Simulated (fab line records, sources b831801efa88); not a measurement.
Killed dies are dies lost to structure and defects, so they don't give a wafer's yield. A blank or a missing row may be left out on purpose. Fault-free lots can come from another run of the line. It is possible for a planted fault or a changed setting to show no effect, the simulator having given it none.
Chamber matching / flow sky130 / SKY_FIELD_ISO_CMP_27 on cmp-02: 3 sister chambers
The step polishes, stops on Si3N4, t overpolish 16 s, target thk 457.8 nm. 3 wafers are shown with their chamber, then 6 later ones without.

EACH WAFER AND ITS CHAMBER
wafer=L733.4; chamber=2; motor-current-A (A)=12.9
wafer=L733.5; chamber=3; motor-current-A (A)=12.9
wafer=L735.2; chamber=1; motor-current-A (A)=10.8

WAFERS WHOSE CHAMBER IS MISSING
wafer=L735.4; motor-current-A (A)=12.7
wafer=L736.2; motor-current-A (A)=13.6
wafer=L736.3; motor-current-A (A)=10.7
wafer=L736.6; motor-current-A (A)=14.0
wafer=L745.2; motor-current-A (A)=10.4
wafer=L745.3; motor-current-A (A)=13.1

THE CHAMBER EACH PASSED THROUGH
wafer=L735.4; from the rows above=can't be placed: 2 or 3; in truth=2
wafer=L736.2; from the rows above=can't be placed: 2 or 3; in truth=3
wafer=L736.3; from the rows above=1; in truth=1
wafer=L736.6; from the rows above=can't be placed: 2 or 3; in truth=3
wafer=L745.2; from the rows above=1; in truth=1
wafer=L745.3; from the rows above=can't be placed: 2 or 3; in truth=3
Correct placement for 2 of the 6. From these rows, 4 cannot be placed; in 4 the true chamber is one of the candidates. 0 placed wrongly.
How it was worked out, from the rows above alone: a wafer's distance from a chamber is the root of the sum, over the readings, of the square of ((its reading less the chamber's mean) divided by the reading's scatter). If the next closest chamber is less than 2 further off than the closest, the wafer can't be placed; otherwise it belongs to the closest. Each chamber's mean is taken over the wafers shown for it. The scatter: with one shown wafer a chamber, the root of the mean of the squares of how far each hidden wafer lies from its nearest shown one.
